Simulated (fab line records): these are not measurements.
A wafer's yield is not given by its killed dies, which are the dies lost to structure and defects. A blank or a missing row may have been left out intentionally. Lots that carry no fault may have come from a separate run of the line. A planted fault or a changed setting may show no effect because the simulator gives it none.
One fault seen from 2 desks / flow gf180mcu / each desk holds nothing but its own numbers, with what lay behind them at the end

## TOOL OWNER'S DESK, implanter-01
The tool's own readings at GF_HV_LDD_IMPLANT_21, given as means over the sampled wafers that have a number, one for each lot that went through this tool. Marked OUT: a lot whose mean sits more than 4 standard deviations from the usual mean, which makes it out of limits; the brackets give that distance.
Columns: A = dose-ions-cm2 at GF_HV_LDD_IMPLANT_21, usual 5e+13; B = faraday-current-uA at GF_HV_LDD_IMPLANT_21, usual 282
lot=L204; first seen here=day 11 21:50; A=5e+13; B=284
lot=L203; first seen here=day 11 22:08; A=5e+13; B=287
lot=L205; first seen here=day 12 10:29; A=5e+13; B=286
lot=L206; first seen here=day 12 12:34; A=5e+13; B=279
lot=L207; first seen here=day 12 19:59; A=5e+13; B=284
lot=L210; first seen here=day 13 08:37; A=5e+13; B=281
lot=L215; first seen here=day 14 14:16; A=5e+13; B=283
lot=L217; first seen here=day 15 07:24; A=4e+13 (-99 or more) OUT; B=224 (-10) OUT
lot=L218; first seen here=day 15 19:10; A=4e+13 (-99 or more) OUT; B=223 (-11) OUT
This desk's verdict: out of limits on L217, L218, starting with L217 at day 15 07:24 (dose-ions-cm2 at GF_HV_LDD_IMPLANT_21). In limits: L204, L203, L205, L206, L207, L210, L215.

## FROM THE METROLOGY DESK
What the gauges read, lot by lot, whatever tool the lot ran on: means of the sampled wafers that have a number. Marked OUT: a lot whose mean sits more than 4 standard deviations from the usual mean, which makes it out of limits; the brackets give that distance.
Columns: A = HV_LDD_2_TW at GF_HV_LDD_TW_MEAS_23, usual 1062; B = CONTACT_CVD_02_THK at GF_CONTACT_THK_MEAS_03, usual 862 nm
lot=L202; first seen here=day 11 01:41; A=1045; B=859
lot=L204; first seen here=day 11 22:04; A=1064; B=863
lot=L203; first seen here=day 11 22:22; A=1050; B=861
lot=L205; first seen here=day 12 10:43; A=1054; B=860
lot=L206; first seen here=day 12 12:48; A=1081; B=869
lot=L207; first seen here=day 12 20:13; A=1053; B=878
lot=L209; first seen here=day 13 07:15; A=1061; B=862
lot=L210; first seen here=day 13 08:52; A=1081; B=844
lot=L214; first seen here=day 14 14:25; A=1079; B=858
lot=L215; first seen here=day 14 14:31; A=1057; B=862
lot=L216; first seen here=day 14 23:42; A=1061; B=855
lot=L217; first seen here=day 15 07:37; A=979 (-6.4) OUT; B=869
lot=L218; first seen here=day 15 19:23; A=977 (-6.6) OUT; B=860
This desk reports L217, L218 out of limits; the earliest was L217 at day 15 07:37 (HV_LDD_2_TW at GF_HV_LDD_TW_MEAS_23). In limits: L202, L204, L203, L205, L206, L207, L209, L210, L214, L215, L216.

## BROUGHT TOGETHER
An alarm could have come from the tool owner's desk at day 15 07:24, on L217, L218.
At day 15 07:37 the metrology desk could have sounded an alarm, on L217, L218.
GF_HV_LDD_IMPLANT_21 was run on implanter-01 by each of the lots named.

## WHAT HAD BEEN PUT IN BY THE SIMULATOR
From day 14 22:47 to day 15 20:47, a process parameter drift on implanter-01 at GF_HV_LDD_IMPLANT_21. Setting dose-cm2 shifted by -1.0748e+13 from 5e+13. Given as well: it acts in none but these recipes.
Shown lots that were struck: L217, L218.
Delay (hours) between the fault's onset and each desk's first out-of-limits reading: 9 at the tool owner's desk, 9 at the metrology desk.
